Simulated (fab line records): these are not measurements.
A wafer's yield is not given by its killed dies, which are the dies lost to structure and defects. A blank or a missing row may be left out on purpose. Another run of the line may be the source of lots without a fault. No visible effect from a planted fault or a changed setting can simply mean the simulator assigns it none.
Check for tools in common ; flow sky130 ; 12 lots, 42 wafers sampled

## REASON FOR OPENING
2 of 12 lots carry a flag on the reading CONTACT_CVD_00_THK at SKY_CONTACT_THK_MEAS_01. Fault-free wafers read 75.3 nm, with a standard deviation of 0.95.
Rule: a lot gets a flag if all its wafers with a number sit over 4 standard deviations from that mean, or if no wafer of it has a number. All remaining lots are regarded as sound.

lot;measured;on;CONTACT_CVD_00_THK (nm), wafer by wafer;flag
L858;day 30 17:34;filmMetro-03;150.8 149.6 152.5 150.8 149.6 152.6;FLAGGED
L859;day 31 01:41;filmMetro-03;74.5 73.9 74.4;
L867;day 33 19:13;filmMetro-01;73.7 75.2 75.5;
L868;day 34 03:10;filmMetro-04;147.2 149.8 150.1 147.3 149.7 150.0;FLAGGED
L872;day 36 02:39;filmMetro-03;73.5 76.5 74.5;
L873;day 36 05:58;filmMetro-04;74.8 75.7 75.2;
L871;day 36 09:04;filmMetro-04;74.0 75.4 74.8;
L875;day 36 12:38;filmMetro-03;74.9 75.6 76.6;
L876;day 37 07:15;filmMetro-04;75.7 75.6 75.9;
L877;day 37 18:37;filmMetro-01;75.2 76.2 76.8;
L879;day 37 18:43;filmMetro-03;74.2 76.1 76.3;
L878;day 37 23:04;filmMetro-01;73.7 74.5 74.4;
Average over the flagged lots: 150.0 nm; offset from the usual +74.7 nm, equal to +79 standard deviations.

## WHICH TOOL EACH LOT WENT THROUGH
The record holds 2 process steps before the reading, out of a route of 708 steps. In each cell: the tool, then ch and the chambers that the sampled wafers went through, then the start.
lot;flag;SKY_LOCAL_INTERCONNECT_METAL_ETCH_14;SKY_CONTACT_CVD_00
L858;FLAGGED;rieMetal-01 ch 1, day 30 16:38;pecvd-04 ch 0,1,2, day 30 17:00
L859;;rieMetal-04 ch 0,1, day 31 00:57;pecvd-02 ch 0,1,2, day 31 01:38
L867;;rieMetal-02 ch 1, day 33 18:28;pecvd-03 ch 0,1, day 33 19:10
L868;FLAGGED;rieMetal-04 ch 0,1, day 34 02:15;pecvd-03 ch 1, day 34 02:54
L872;;rieMetal-04 ch 0,1, day 36 01:58;pecvd-04 ch 0, day 36 02:36
L873;;rieMetal-04 ch 0,1, day 36 05:12;pecvd-02 ch 2, day 36 05:52
L871;;rieMetal-04 ch 0,1, day 36 08:21;pecvd-04 ch 0,2, day 36 09:01
L875;;rieMetal-04 ch 0,1, day 36 11:57;pecvd-02 ch 0,1, day 36 12:35
L876;;rieMetal-01 ch 0,1, day 37 06:32;pecvd-02 ch 0,1,2, day 37 07:13
L877;;rieMetal-04 ch 0,1, day 37 16:41;pecvd-02 ch 0,2, day 37 18:35
L879;;rieMetal-01 ch 0,1, day 37 17:41;pecvd-03 ch 0,2, day 37 18:39
L878;;rieMetal-01 ch 0,1, day 37 22:22;pecvd-03 ch 0,1,2, day 37 23:02
These steps, and what they do:
- SKY_LOCAL_INTERCONNECT_METAL_ETCH_14: etches TiN in Cl2/BCl3, stops on PSG, target depth 110 nm, time 31.4 s.
- SKY_CONTACT_CVD_00: deposits Si3N4, target thk 75 nm.
- SKY_CONTACT_THK_MEAS_01

## FLAGGED AGAINST TOTAL, ONE TOOL AT A TIME (gauges that did the reading follow at the end)
step;tool;lots run;flagged;share of the flagged lots;sound lots run after its first flagged lot
SKY_LOCAL_INTERCONNECT_METAL_ETCH_14;rieMetal-01;4;1;some;3 (L876,L879,L878)
SKY_LOCAL_INTERCONNECT_METAL_ETCH_14;rieMetal-02;1;0;none;-
SKY_LOCAL_INTERCONNECT_METAL_ETCH_14;rieMetal-04;7;1;some;5 (L872,L873,L871,L875,L877)
SKY_CONTACT_CVD_00;pecvd-02;5;0;none;-
SKY_CONTACT_CVD_00;pecvd-03;4;1;some;2 (L879,L878)
SKY_CONTACT_CVD_00;pecvd-04;3;1;some;2 (L872,L871)
SKY_CONTACT_THK_MEAS_01;filmMetro-01;3;0;none;-
SKY_CONTACT_THK_MEAS_01;filmMetro-03;5;1;some;4 (L859,L872,L875,L879)
SKY_CONTACT_THK_MEAS_01;filmMetro-04;4;1;some;3 (L873,L871,L876)

## WHAT IS ALLOWED BY THE TABLE
No row of the table ran every flagged lot.

## WHAT HAD BEEN PUT IN BY THE SIMULATOR
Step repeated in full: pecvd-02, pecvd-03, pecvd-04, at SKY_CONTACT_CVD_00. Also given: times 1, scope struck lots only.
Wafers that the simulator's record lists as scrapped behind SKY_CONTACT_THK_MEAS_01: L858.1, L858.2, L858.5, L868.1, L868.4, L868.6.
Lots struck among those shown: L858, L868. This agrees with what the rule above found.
